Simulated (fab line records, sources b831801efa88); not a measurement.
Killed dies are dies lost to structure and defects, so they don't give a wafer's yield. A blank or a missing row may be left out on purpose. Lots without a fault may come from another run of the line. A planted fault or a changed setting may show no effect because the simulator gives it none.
Chamber matching | flow gf180mcu | GF_STI_CMP_25 on cmp-02: 4 sister chambers
The step polishes, stops on Si3N4, t overpolish 33 s, target thk 524.6 nm. 8 wafers are shown with their chamber, then 9 later ones without.

WAFERS WITH THEIR CHAMBER
wafer  | chamber | time_to_endpoint_s (s) | motor_current_A (A)
L952.4 | 3       | 127                    | 13.0
L959.2 | 2       | 121                    | 13.2
L960.1 | 0       | 130                    | 12.6
L960.3 | 1       | 124                    | 12.6
L960.5 | 2       | 119                    | 12.6
L966.2 | 0       | 139                    | 12.8
L966.4 | 3       | 129                    | 12.5
L966.5 | 1       | 131                    | 11.7

WAFERS WITHOUT THEIR CHAMBER
wafer  | time_to_endpoint_s (s) | motor_current_A (A)
L971.2 | 130                    | 12.2
L971.5 | 130                    | 12.6
L971.6 | 121                    | 12.2
L972.2 | 121                    | 11.9
L972.4 | 128                    | 12.7
L972.5 | 118                    | 12.2
L974.1 | 122                    | 12.3
L974.2 | 130                    | 13.5
L974.5 | 120                    | 12.1

WHICH CHAMBER EACH WENT THROUGH
wafer  | from the rows above               | in truth
L971.2 | can't be placed: 1 or 3 or 0      | 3
L971.5 | can't be placed: 3 or 0 or 1 or 2 | 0
L971.6 | can't be placed: 1 or 2 or 3 or 0 | 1
L972.2 | can't be placed: 1 or 2 or 3      | 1
L972.4 | can't be placed: 3 or 1 or 0 or 2 | 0
L972.5 | can't be placed: 2 or 1 or 3      | 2
L974.1 | can't be placed: 1 or 2 or 3 or 0 | 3
L974.2 | can't be placed: 3 or 0 or 2 or 1 | 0
L974.5 | can't be placed: 1 or 2 or 3 or 0 | 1
Placed correctly: 0 of 9. Can't be placed from these rows: 9 (the true chamber is among the candidates in 9). Placed wrongly: 0.
How it was worked out, from the rows above alone: a wafer's distance from a chamber is the root of the sum, over the readings, of the square of ((its reading less the chamber's mean) divided by the reading's scatter). The wafer belongs to the nearest chamber; if the next one is less than 2 further off, it can't be placed. A chamber's mean is the mean of its shown wafers. The scatter: the root of (the sum of the squares of (reading less its chamber's mean) over the shown wafers, divided by (wafers less chambers)).
